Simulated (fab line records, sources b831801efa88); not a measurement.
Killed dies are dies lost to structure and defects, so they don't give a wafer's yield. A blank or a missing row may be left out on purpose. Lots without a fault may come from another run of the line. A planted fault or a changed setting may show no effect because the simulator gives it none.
Which tool did it? | flow gf180mcu | 6 lots, 16 wafers sampled, at 2 steps of a route of 602

WHAT THE GAUGES READ, wafer by wafer
GF_STI_CD_MEAS_12: target cd 220 nm.
lot  | measured    | on        | cd_nm (nm)
L488 | day 2 06:13 | cd_sem-01 | 219.9 220.8 219.6
L490 | day 2 16:46 | cd_sem-01 | 221.9 221.3 221.0
L492 | day 3 02:28 | cd_sem-02 | 220.3 219.9 220.7
L494 | day 3 12:49 | cd_sem-02 | 221.3 220.6 219.4
L502 | day 5 07:44 | cd_sem-02 | 202.5 202.1
L506 | day 6 03:43 | cd_sem-01 | 221.8 222.6 222.4

WHICH TOOL RAN EACH LOT (tool, then ch and the chambers of the sampled wafers, then the start)
lot  | GF_STI_EXPOSE_09
L488 | krf_scanner-01 ch 0, day 2 00:16
L490 | krf_scanner-02 ch 0, day 2 10:53
L492 | krf_scanner-01 ch 0, day 2 20:58
L494 | krf_scanner-02 ch 0, day 3 06:37
L502 | krf_scanner-02 ch 0, day 5 01:02
L506 | krf_scanner-01 ch 0, day 5 20:05
- GF_STI_EXPOSE_09: exposes mask COMP, target cd 220 nm.

THE ANSWER, worked out from the rows above alone
Rule: what is usual is taken from the lots themselves. Put in order of their means at a reading, lots are off if they are a third of the lots or fewer, leave a main group of 4 or more, and stand apart from it by a gap of 3 or more times the standard deviation of the main group's means; of several such gaps the widest counts. A main group whose means are all the same, to the digits that the tables above print for the reading, isn't used. A lot without any number at a reading at which 4 lots or more have one is off too. The other lots that the step has rows for count as sound.
Off: L502, at GF_STI_CD_MEAS_12 (cd_nm). The main group: mean 220.9 nm, standard deviation 0.82.
A tool fits if, at a process step before that reading, it ran every lot that is off, and no sound lot after the first of them. The gauges at GF_STI_CD_MEAS_12 are tried like those tools. Can't be told from this: 2 tools fit, krf_scanner-02 at GF_STI_EXPOSE_09, cd_sem-02 at GF_STI_CD_MEAS_12.

WHAT THE SIMULATOR HAD PUT IN
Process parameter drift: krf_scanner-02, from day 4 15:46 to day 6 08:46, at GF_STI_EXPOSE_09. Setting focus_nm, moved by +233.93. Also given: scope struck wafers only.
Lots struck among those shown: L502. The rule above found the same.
